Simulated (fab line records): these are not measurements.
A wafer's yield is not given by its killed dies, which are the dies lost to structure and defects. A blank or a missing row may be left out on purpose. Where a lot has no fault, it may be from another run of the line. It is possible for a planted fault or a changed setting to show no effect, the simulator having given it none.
Which tool is to blame? / flow gf180mcu / Sampling: 13 lots, 39 wafers, 4 of 602 route steps

== WHAT THE GAUGES READ, wafer by wafer ==
GF_M1_CD_MEAS_14 targets a cd of 230 nm.
lot=L762; measured=day 17 22:06; on=cd_sem-02; cd_nm (nm)=228.5 228.5 228.7
lot=L763; measured=day 18 00:44; on=cd_sem-02; cd_nm (nm)=229.5 229.3 229.7
lot=L764; measured=day 18 21:08; on=cd_sem-02; cd_nm (nm)=230.7 230.1 230.8
lot=L767; measured=day 19 20:28; on=cd_sem-01; cd_nm (nm)=229.6 231.0 230.5
lot=L769; measured=day 20 18:09; on=cd_sem-02; cd_nm (nm)=226.6 229.0 229.1
lot=L770; measured=day 20 23:14; on=cd_sem-01; cd_nm (nm)=228.1 228.3 229.1
lot=L780; measured=day 24 05:23; on=cd_sem-01; cd_nm (nm)=227.1 229.2 227.4
lot=L781; measured=day 24 13:15; on=cd_sem-02; cd_nm (nm)=228.5 229.7 228.5
lot=L782; measured=day 24 20:31; on=cd_sem-01; cd_nm (nm)=229.6 231.2 230.0
lot=L783; measured=day 25 04:15; on=cd_sem-01; cd_nm (nm)=231.4 231.5 229.5

== WHAT TOOL EACH LOT RAN ON (gives the tool, then ch and the chambers of the sampled wafers, and finally the start) ==
lot=L762; GF_DUAL_GATE_STRIP_13=plasma_asher-03 ch 0,1, day 8 23:53; GF_HV_LDD_ETCHBACK_58=rie_diel-03 ch 0,2,3, day 13 05:56; GF_CONTACT_ETCH_16=rie_diel-04 ch 0,2,3, day 16 21:40
lot=L763; GF_DUAL_GATE_STRIP_13=plasma_asher-01 ch 0,1, day 9 00:57; GF_HV_LDD_ETCHBACK_58=rie_diel-03 ch 1,2,3, day 13 08:59; GF_CONTACT_ETCH_16=rie_diel-04 ch 0,2, day 17 00:32
lot=L764; GF_DUAL_GATE_STRIP_13=plasma_asher-01 ch 0,1, day 9 14:24; GF_HV_LDD_ETCHBACK_58=rie_diel-02 ch 0,3, day 14 00:49; GF_CONTACT_ETCH_16=rie_diel-03 ch 2,3, day 17 19:26
lot=L767; GF_DUAL_GATE_STRIP_13=plasma_asher-01 ch 0,1, day 10 08:06; GF_HV_LDD_ETCHBACK_58=rie_diel-01 ch 0,3, day 14 22:28; GF_CONTACT_ETCH_16=rie_diel-03 ch 0,2, day 18 18:19
lot=L769; GF_DUAL_GATE_STRIP_13=plasma_asher-01 ch 0,1, day 11 01:11; GF_HV_LDD_ETCHBACK_58=rie_diel-02 ch 0,1,2, day 15 15:55; GF_CONTACT_ETCH_16=rie_diel-03 ch 0,2,3, day 19 15:25
lot=L770; GF_DUAL_GATE_STRIP_13=plasma_asher-03 ch 0,1, day 11 05:29; GF_HV_LDD_ETCHBACK_58=rie_diel-03 ch 0,1,2, day 15 21:23; GF_CONTACT_ETCH_16=rie_diel-04 ch 0,1,2, day 19 21:16
lot=L772; GF_DUAL_GATE_STRIP_13=plasma_asher-04 ch 0,1, day 11 17:59; GF_HV_LDD_ETCHBACK_58=rie_diel-02 ch 0,1, day 16 14:41; GF_CONTACT_ETCH_16=-
lot=L773; GF_DUAL_GATE_STRIP_13=plasma_asher-04 ch 0,1, day 12 00:58; GF_HV_LDD_ETCHBACK_58=rie_diel-01 ch 2,3, day 16 21:59; GF_CONTACT_ETCH_16=-
lot=L774; GF_DUAL_GATE_STRIP_13=plasma_asher-01 ch 0,1, day 12 09:06; GF_HV_LDD_ETCHBACK_58=rie_diel-03 ch 0,1,3, day 17 04:32; GF_CONTACT_ETCH_16=-
lot=L780; GF_DUAL_GATE_STRIP_13=plasma_asher-03 ch 0,1, day 14 02:46; GF_HV_LDD_ETCHBACK_58=rie_diel-03 ch 2,3, day 19 03:11; GF_CONTACT_ETCH_16=rie_diel-02 ch 0,2,3, day 23 05:34
lot=L781; GF_DUAL_GATE_STRIP_13=plasma_asher-03 ch 0,1, day 14 09:32; GF_HV_LDD_ETCHBACK_58=rie_diel-01 ch 1,2, day 19 12:44; GF_CONTACT_ETCH_16=rie_diel-02 ch 0,1,2, day 23 13:23
lot=L782; GF_DUAL_GATE_STRIP_13=plasma_asher-04 ch 0,1, day 14 16:52; GF_HV_LDD_ETCHBACK_58=rie_diel-01 ch 1,2,3, day 19 20:37; GF_CONTACT_ETCH_16=rie_diel-04 ch 1,3, day 23 21:17
lot=L783; GF_DUAL_GATE_STRIP_13=plasma_asher-03 ch 0,1, day 15 00:05; GF_HV_LDD_ETCHBACK_58=rie_diel-01 ch 0,1,3, day 20 04:56; GF_CONTACT_ETCH_16=rie_diel-03 ch 1,3, day 24 04:58
- GF_DUAL_GATE_STRIP_13: strips in O2/N2.
- GF_HV_LDD_ETCHBACK_58: etches Si3N4 in CH3F/O2, stops on SiO2, time 100 s, target depth 90 nm.
- GF_CONTACT_ETCH_16: etches BARC in N2/H2.

== WHAT THE TOOLS THEMSELVES READ (means of the sampled wafers that have a number; where no wafer has one, the mark that the record gives instead) ==
GF_DUAL_GATE_STRIP_13.
lot=L762; tool=plasma_asher-03; drypump_motor_current_A (A)=5.9; heater_power_w (W)=345; n2_flow_sccm (sccm)=299.7; oes_product_au (a.u.)=0.713; strip_time_to_endpoint_s (s)=12.67
lot=L763; tool=plasma_asher-01; drypump_motor_current_A (A)=5.2; heater_power_w (W)=297; n2_flow_sccm (sccm)=301.1; oes_product_au (a.u.)=0.716; strip_time_to_endpoint_s (s)=12.63
lot=L764; tool=plasma_asher-01; drypump_motor_current_A (A)=5.1; heater_power_w (W)=312; n2_flow_sccm (sccm)=300.4; oes_product_au (a.u.)=0.718; strip_time_to_endpoint_s (s)=12.61
lot=L767; tool=plasma_asher-01; drypump_motor_current_A (A)=5.1; heater_power_w (W)=297; n2_flow_sccm (sccm)=299.5; oes_product_au (a.u.)=0.719; strip_time_to_endpoint_s (s)=12.70
lot=L769; tool=plasma_asher-01; drypump_motor_current_A (A)=5.1; heater_power_w (W)=295; n2_flow_sccm (sccm)=298.8; oes_product_au (a.u.)=0.718; strip_time_to_endpoint_s (s)=12.65
lot=L770; tool=plasma_asher-03; drypump_motor_current_A (A)=5.9; heater_power_w (W)=345; n2_flow_sccm (sccm)=299.2; oes_product_au (a.u.)=0.720; strip_time_to_endpoint_s (s)=12.64
lot=L772; tool=plasma_asher-04; drypump_motor_current_A (A)=5.8; heater_power_w (W)=327; n2_flow_sccm (sccm)=300.8; oes_product_au (a.u.)=0.715; strip_time_to_endpoint_s (s)=12.60
lot=L773; tool=plasma_asher-04; drypump_motor_current_A (A)=5.9; heater_power_w (W)=330; n2_flow_sccm (sccm)=300.1; oes_product_au (a.u.)=0.710; strip_time_to_endpoint_s (s)=12.66
lot=L774; tool=plasma_asher-01; drypump_motor_current_A (A)=5.1; heater_power_w (W)=293; n2_flow_sccm (sccm)=300.2; oes_product_au (a.u.)=0.713; strip_time_to_endpoint_s (s)=12.63
lot=L780; tool=plasma_asher-03; drypump_motor_current_A (A)=5.9; heater_power_w (W)=347; n2_flow_sccm (sccm)=299.6; oes_product_au (a.u.)=0.717; strip_time_to_endpoint_s (s)=12.66
lot=L781; tool=plasma_asher-03; drypump_motor_current_A (A)=5.9; heater_power_w (W)=351; n2_flow_sccm (sccm)=299.6; oes_product_au (a.u.)=0.714; strip_time_to_endpoint_s (s)=12.61
lot=L782; tool=plasma_asher-04; drypump_motor_current_A (A)=5.7; heater_power_w (W)=331; n2_flow_sccm (sccm)=300.5; oes_product_au (a.u.)=0.712; strip_time_to_endpoint_s (s)=12.63
lot=L783; tool=plasma_asher-03; drypump_motor_current_A (A)=5.9; heater_power_w (W)=347; n2_flow_sccm (sccm)=299.2; oes_product_au (a.u.)=0.715; strip_time_to_endpoint_s (s)=12.64

GF_HV_LDD_ETCHBACK_58.
lot=L762; tool=rie_diel-03; O2_flow_sccm (sccm)=30.09; bias_w (W)=79.87; drypump_motor_current_A (A)=5.9; oes_product_au (a.u.)=0.850; throttle_valve_pct (%)=10.566
lot=L763; tool=rie_diel-03; O2_flow_sccm (sccm)=30.04; bias_w (W)=80.11; drypump_motor_current_A (A)=5.8; oes_product_au (a.u.)=0.850; throttle_valve_pct (%)=10.567
lot=L764; tool=rie_diel-02; O2_flow_sccm (sccm)=30.04; bias_w (W)=80.27; drypump_motor_current_A (A)=5.9; oes_product_au (a.u.)=0.846; throttle_valve_pct (%)=10.564
lot=L767; tool=rie_diel-01; O2_flow_sccm (sccm)=29.97; bias_w (W)=80.14; drypump_motor_current_A (A)=6.0; oes_product_au (a.u.)=0.849; throttle_valve_pct (%)=10.558
lot=L769; tool=rie_diel-02; O2_flow_sccm (sccm)=30.00; bias_w (W)=80.23; drypump_motor_current_A (A)=6.1; oes_product_au (a.u.)=0.842; throttle_valve_pct (%)=10.562
lot=L770; tool=rie_diel-03; O2_flow_sccm (sccm)=30.00; bias_w (W)=79.93; drypump_motor_current_A (A)=5.9; oes_product_au (a.u.)=0.852; throttle_valve_pct (%)=10.564
lot=L772; tool=rie_diel-02; O2_flow_sccm (sccm)=-; bias_w (W)=-; drypump_motor_current_A (A)=-; oes_product_au (a.u.)=-; throttle_valve_pct (%)=-
lot=L773; tool=rie_diel-01; O2_flow_sccm (sccm)=-; bias_w (W)=-; drypump_motor_current_A (A)=-; oes_product_au (a.u.)=-; throttle_valve_pct (%)=-
lot=L774; tool=rie_diel-03; O2_flow_sccm (sccm)=-; bias_w (W)=-; drypump_motor_current_A (A)=-; oes_product_au (a.u.)=-; throttle_valve_pct (%)=-
lot=L780; tool=rie_diel-03; O2_flow_sccm (sccm)=30.10; bias_w (W)=79.90; drypump_motor_current_A (A)=6.1; oes_product_au (a.u.)=0.849; throttle_valve_pct (%)=10.565
lot=L781; tool=rie_diel-01; O2_flow_sccm (sccm)=29.99; bias_w (W)=80.00; drypump_motor_current_A (A)=5.5; oes_product_au (a.u.)=0.838; throttle_valve_pct (%)=10.566
lot=L782; tool=rie_diel-01; O2_flow_sccm (sccm)=29.95; bias_w (W)=80.12; drypump_motor_current_A (A)=5.7; oes_product_au (a.u.)=0.836; throttle_valve_pct (%)=10.556
lot=L783; tool=rie_diel-01; O2_flow_sccm (sccm)=29.97; bias_w (W)=80.23; drypump_motor_current_A (A)=5.8; oes_product_au (a.u.)=0.835; throttle_valve_pct (%)=10.556

GF_CONTACT_ETCH_16.
lot=L762; tool=rie_diel-04; drypump_motor_current_A (A)=5.6; n2_flow_sccm (sccm)=99.94; oes_product_au (a.u.)=0.859; throttle_valve_pct (%)=13.234
lot=L763; tool=rie_diel-04; drypump_motor_current_A (A)=5.1; n2_flow_sccm (sccm)=99.66; oes_product_au (a.u.)=0.858; throttle_valve_pct (%)=13.225
lot=L764; tool=rie_diel-03; drypump_motor_current_A (A)=6.2; n2_flow_sccm (sccm)=99.81; oes_product_au (a.u.)=0.857; throttle_valve_pct (%)=13.224
lot=L767; tool=rie_diel-03; drypump_motor_current_A (A)=5.9; n2_flow_sccm (sccm)=100.09; oes_product_au (a.u.)=0.853; throttle_valve_pct (%)=13.228
lot=L769; tool=rie_diel-03; drypump_motor_current_A (A)=5.9; n2_flow_sccm (sccm)=100.06; oes_product_au (a.u.)=0.850; throttle_valve_pct (%)=13.229
lot=L770; tool=rie_diel-04; drypump_motor_current_A (A)=5.6; n2_flow_sccm (sccm)=99.85; oes_product_au (a.u.)=0.857; throttle_valve_pct (%)=13.221
lot=L780; tool=rie_diel-02; drypump_motor_current_A (A)=5.8; n2_flow_sccm (sccm)=100.12; oes_product_au (a.u.)=0.859; throttle_valve_pct (%)=13.228
lot=L781; tool=rie_diel-02; drypump_motor_current_A (A)=6.1; n2_flow_sccm (sccm)=100.17; oes_product_au (a.u.)=0.858; throttle_valve_pct (%)=13.224
lot=L782; tool=rie_diel-04; drypump_motor_current_A (A)=6.0; n2_flow_sccm (sccm)=99.93; oes_product_au (a.u.)=0.860; throttle_valve_pct (%)=13.218
lot=L783; tool=rie_diel-03; drypump_motor_current_A (A)=5.7; n2_flow_sccm (sccm)=100.27; oes_product_au (a.u.)=0.855; throttle_valve_pct (%)=13.224

== THE ANSWER, worked out from the rows above alone ==
Rule: the lots themselves supply what counts as usual. Put in order of their means at a reading, lots are off if they are a third of the lots or fewer, leave a main group of 4 or more, and stand apart from it by a gap of 3 or more times the standard deviation of the main group's means; of several such gaps the widest counts. Not used: any main group whose means are identical at the precision the tables above print for the reading. Also off: a lot with no number at a reading for which 4 or more lots have one. The other lots that the step has rows for count as sound. The gauges are gone through in route order, then the tools' own readings, and for those a lot's mean is taken as printed above. The first step at which some lot is off is used, and at that step the reading that is off furthest; a lot without a number counts as furthest.
Off: L772, L773, L774, at GF_HV_LDD_ETCHBACK_58 (O2_flow_sccm). Without a number there: L772, L773, L774. For the main group the mean is 30.02 sccm and the standard deviation 0.048.
If a tool, at that step or one of the process steps before it, ran each lot that is off and ran no sound lot following the first of them, it fits. Not one of the candidates tried fits.

== WHAT THE SIMULATOR HAD INSERTED ==
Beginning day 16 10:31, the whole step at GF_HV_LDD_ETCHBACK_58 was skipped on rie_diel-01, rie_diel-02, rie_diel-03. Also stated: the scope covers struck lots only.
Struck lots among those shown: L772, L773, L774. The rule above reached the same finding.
